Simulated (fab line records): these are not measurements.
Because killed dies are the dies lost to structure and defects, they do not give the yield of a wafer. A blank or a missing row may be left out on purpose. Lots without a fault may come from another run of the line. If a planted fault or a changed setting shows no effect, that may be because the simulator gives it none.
fab line records	flow sky130
record: lots: 14	wafers: 42	last_day: 50
route steps=708 shown SD_N@358 CONTACT@419 METAL1@436 METAL2@484
lots untouched by any fault: they come from a run of this same line in which no faults occurred
start_h: hours from the record's first day to the start of the lot's first wafer shown	wait_h: how many hours have passed since the lot's step before this one	" same as the row above	L1.1+2: one row covering several wafers at once	- either no value or no given start	* or withheld: withheld	< > ~ a bound
route shown NAME@n: a module of which the file shows steps, and the number in the route of the first	usual: mean/standard deviation taken from wafers without a fault	same: alike in all rows	chamber/n: place in a boat	sites: per-site readings	_std_site: their standard deviation	_edge_site: the outer-site mean with the inner-site mean subtracted	radius_mm: for every site, how far away it sits from the centre of the wafer	mask NAME#n: copy n	behind: tool/chamber where the wafer was last shaped	hold: why the lot went on hold/how many hours it stayed there/how the hold came to an end	device: whichever transistor did not switch (one of n, p or np)	end of line: tests of these same wafers at the route's end	where a step has no rows: the recipe by itself	killed: at the first sort, the dies lost to defects and structure; wafer yield is something else	map: a wafer's dies, marking killed ones x, the rest . and places with no die _
set.NAME: the run value of the setting; set.NAME@STEP: its run value at that earlier step	model.NAME: the simulator's own value behind a step, which no gauge read
one table for each step of the route and one row for each wafer, over a sample of lots
services: when a tool's chamber went out of use (start_h, in hours from the record's first day, below 0 if earlier), for how many hours, and the reason
== steps ==
step: SKY_SD_N_RS_MEAS_16
recipe: thk_meas_gauge: four-point-probe
usual: SD_N_RS: 68.62/0.16
lot.wafer	tool	chamber	start_h	wait_h	SD_N_RS[ohm/sq]
L615.2	film_metro-02	-	650.81	0.1	68.67
L615.3	"	-	"	"	68.59
L615.6	"	-	"	"	68.71
L616.3	film_metro-04	-	662.53	0.1	68.45
L616.4	"	-	"	"	68.33
L616.6	"	-	"	"	68.38
L617.3	film_metro-01	-	670.99	0.1	68.78
L617.4	"	-	"	"	68.73
L617.5	"	-	"	"	68.79
L618.1	film_metro-01	-	679.89	0.1	68.69
L618.2	"	-	"	"	68.67
L618.3	"	-	"	"	68.60
L619.2	film_metro-02	-	696.11	0.1	68.75
L619.3	"	-	"	"	68.68
L619.4	"	-	"	"	68.61
L620.2	film_metro-02	-	708.62	0.1	68.63
L620.3	"	-	"	"	68.55
L620.6	"	-	"	"	68.52
L621.3	film_metro-01	-	710.60	0.1	68.57
L621.4	"	-	"	"	68.78
L621.6	"	-	"	"	68.95
L622.1	film_metro-01	-	714.20	0.1	68.72
L622.3	"	-	"	"	68.63
L622.6	"	-	"	"	68.78
L623.1	film_metro-02	-	714.46	0.1	68.68
L623.2	"	-	"	"	68.67
L623.3	"	-	"	"	68.82
L632.4	film_metro-02	-	801.01	0.1	68.39
L632.5	"	-	"	"	68.76
L632.6	"	-	"	"	68.43
L631.1	film_metro-01	-	801.29	0.1	68.72
L631.2	"	-	"	"	68.56
L631.5	"	-	"	"	68.66
L633.2	film_metro-04	-	802.56	0.1	68.36
L633.5	"	-	"	"	68.38
L633.6	"	-	"	"	68.35
L636.4	film_metro-01	-	814.74	0.1	68.77
L636.5	"	-	"	"	68.76
L636.6	"	-	"	"	68.67
L637.2	film_metro-01	-	821.92	0.1	68.71
L637.3	"	-	"	"	68.63
L637.4	"	-	"	"	68.58
step: SKY_CONTACT_DEVELOP_13
recipe: develop_time_s: 60	resist: KrF-thick	dev_temp_c: 21
usual: chill_plate_temp_C: 23.00/0.1	develop_time_s: 60/0	resist_line_temp_C: 22.99/0.096
lot.wafer	tool	chamber	start_h	wait_h	chill_plate_temp_C	develop_time_s	resist_line_temp_C
L615.2	litho_track-01	0	737	-	22.97	60	23.00
L615.3	"	0	"	"	23.19	60	22.96
L615.6	"	0	"	"	23.04	60	22.75
L616.3	litho_track-01	0	749	-	22.85	60	22.96
L616.4	"	0	"	"	23.01	60	22.93
L616.6	"	0	"	"	22.96	60	23.00
L617.3	litho_track-04	0	756	-	23.07	60	23.02
L617.4	"	0	"	"	23.05	60	23.05
L617.5	"	0	"	"	22.98	60	22.95
L618.1	litho_track-02	0	765	-	23.15	60	22.85
L618.2	"	0	"	"	22.97	60	23.02
L618.3	"	0	"	"	23.10	60	22.77
L619.2	litho_track-02	0	781	-	22.98	60	23.02
L619.3	"	0	"	"	23.09	60	22.93
L619.4	"	0	"	"	22.96	60	23.07
L620.2	litho_track-02	0	792	-	22.89	60	22.89
L620.3	"	0	793	-	22.85	60	23.09
L620.6	"	0	"	"	22.96	60	22.93
L621.3	litho_track-02	0	794	-	22.97	60	23.10
L621.4	"	0	"	"	22.94	60	23.11
L621.6	"	0	"	"	22.96	60	23.02
L622.1	litho_track-01	-	796	-	-	-	-
L622.3	"	-	"	"	-	-	-
L622.6	"	-	"	"	-	-	-
L623.1	litho_track-04	-	798	-	-	-	-
L623.2	"	-	"	"	-	-	-
L623.3	"	-	"	"	-	-	-
L632.4	litho_track-04	0	881	-	22.80	60	23.00
L632.5	"	0	"	"	22.98	60	23.14
L632.6	"	0	"	"	22.83	60	23.04
L631.1	litho_track-04	0	882	-	23.00	60	22.91
L631.2	"	0	"	"	23.04	60	22.94
L631.5	"	0	"	"	23.11	60	22.95
L633.2	litho_track-01	0	884	-	22.91	60	23.11
L633.5	"	0	"	"	22.97	60	22.88
L633.6	"	0	"	"	23.00	60	22.91
L636.4	litho_track-04	0	895	-	22.94	60	23.19
L636.5	"	0	"	"	22.92	60	22.85
L636.6	"	0	"	"	22.95	60	22.94
L637.2	litho_track-01	0	903	-	22.91	60	23.07
L637.3	"	0	"	"	22.96	60	23.14
L637.4	"	0	"	"	22.94	60	23.06
step: SKY_METAL1_SPUTTER_02
recipe: material: AlCu	target_thk_nm: 250	power_w: 10600	time_s: 13.3	chamber_pressure_pa: 0.4
usual: throttle_valve_pct: 29.7/0.94
lot.wafer	tool	chamber	start_h	wait_h	throttle_valve_pct
L615.2	pvd_sputter-01	-	738.83	0.0	30.3
L615.3	"	-	"	"	30.6
L615.6	"	-	"	"	30.6
L616.3	pvd_sputter-03	-	751.57	0.0	29.0
L616.4	"	-	"	"	29.2
L616.6	"	-	"	"	28.6
L617.3	pvd_sputter-03	-	757.98	0.0	27.8
L617.4	"	-	"	"	29.2
L617.5	"	-	"	"	28.8
L618.1	pvd_sputter-03	-	767.10	0.0	30.8
L618.2	"	-	"	"	28.8
L618.3	"	-	"	"	28.4
L619.2	pvd_sputter-03	-	782.86	0.0	29.5
L619.3	"	-	"	"	31.2
L619.4	"	-	"	"	28.2
L620.2	pvd_sputter-01	-	794.70	0.0	30.3
L620.3	"	-	"	"	30.2
L620.6	"	-	"	"	30.1
L621.3	pvd_sputter-04	-	795.75	0.0	29.8
L621.4	"	-	"	"	30.2
L621.6	"	-	"	"	28.4
L632.4	pvd_sputter-01	-	883.35	0.0	29.6
L632.5	"	-	"	"	29.5
L632.6	"	-	"	"	30.7
L631.1	pvd_sputter-01	-	884.64	0.0	30.4
L631.2	"	-	"	"	30.5
L631.5	"	-	"	"	30.3
L633.2	pvd_sputter-01	-	885.97	0.0	29.6
L633.5	"	-	"	"	30.0
L633.6	"	-	"	"	30.3
L636.4	pvd_sputter-04	-	896.97	0.0	30.1
L636.5	"	-	"	"	30.0
L636.6	"	-	"	"	28.5
L637.2	pvd_sputter-01	-	905.03	0.0	30.7
L637.3	"	-	"	"	30.8
L637.4	"	-	"	"	30.0
step: SKY_METAL2_SPUTTER_01
recipe: material: TiN	target_thk_nm: 20	power_w: 6500	time_s: 16.7	chamber_pressure_pa: 0.4
usual: throttle_valve_pct: 29.7/1
lot.wafer	tool	chamber	start_h	wait_h	throttle_valve_pct
L615.2	pvd_sputter-01	-	795.33	0.0	30.3
L615.3	"	-	"	"	30.9
L615.6	"	-	"	"	30.9
L616.3	pvd_sputter-01	-	807.36	0.0	29.4
L616.4	"	-	"	"	30.8
L616.6	"	-	"	"	30.2
L617.3	pvd_sputter-01	-	814.11	0.0	30.2
L617.4	"	-	"	"	29.5
L617.5	"	-	"	"	31.0
L618.1	pvd_sputter-03	-	823.09	0.0	31.2
L618.2	"	-	"	"	28.6
L618.3	"	-	"	"	29.2
L619.2	pvd_sputter-02	-	837.89	0.0	28.4
L619.3	"	-	"	"	29.9
L619.4	"	-	"	"	31.0
L620.2	pvd_sputter-01	-	849.66	0.0	30.3
L620.3	"	-	"	"	30.9
L620.6	"	-	"	"	30.2
L621.3	pvd_sputter-01	-	851.46	0.0	30.1
L621.4	"	-	"	"	30.1
L621.6	"	-	"	"	29.4
L632.4	pvd_sputter-01	-	935.67	0.0	30.3
L632.5	"	-	"	"	29.3
L632.6	"	-	"	"	30.5
L631.1	pvd_sputter-02	-	938.52	0.0	30.1
L631.2	"	-	"	"	28.4
L631.5	"	-	"	"	30.3
L633.2	pvd_sputter-03	-	938.55	0.0	28.9
L633.5	"	-	"	"	28.1
L633.6	"	-	"	"	31.1
L636.4	pvd_sputter-03	-	950.24	0.0	28.1
L636.5	"	-	"	"	30.9
L636.6	"	-	"	"	28.3
L637.2	pvd_sputter-03	-	957.05	0.0	28.3
L637.3	"	-	"	"	31.2
L637.4	"	-	"	"	28.6
== services ==
tool	chamber	start_h	hours	kind
pvd_sputter-01	-	725.94	0.5	repair
litho_track-01	-	732.42	-	consumable_replace:filter
pvd_sputter-02	-	749.18	2.4	repair
pvd_sputter-02	-	763.52	12.5	repair
pvd_sputter-04	-	793.85	1.6	repair
pvd_sputter-03	-	807.58	1.4	repair
pvd_sputter-03	-	879.07	4.5	repair
pvd_sputter-03	-	928.79	0.6	repair
== key ==
first_sign: step: SKY_CONTACT_DEVELOP_13	reading: tool_record	direction: missing
effect none on later readings
met_at SKY_CONTACT_DEVELOP_13
struck_lots L622,L623
later_rows_left_out L622.1,L622.3,L622.6,L623.1,L623.2,L623.3
sort_left_out L622.1,L622.3,L622.6,L623.1,L623.2,L623.3
tester_left_out L622,L623
not_acting_at SKY_SD_N_RS_MEAS_16,SKY_METAL1_SPUTTER_02,SKY_METAL2_SPUTTER_01
onset_between 756 796
fault: kind: skipped_step_whole	tool: litho_track-01,litho_track-04	chamber: -	onset_h: 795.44	steps: SKY_CONTACT_DEVELOP_13	scope: struck_lots_only
tester_left_out: of these lots the tester's yield and bins aren't shown, on N5 and GAA mostly nor the transistor test; their killed dies are dies lost to structure and defects alone, not to doping, threshold or leakage, so they don't give the yield
sort_left_out: the simulated sort isn't trusted on such a fault, so these wafers' sort isn't shown, and their yield isn't known
later_rows_left_out: the simulator's readings of these wafers behind a module that went badly wrong aren't trusted and aren't shown, but for the sort
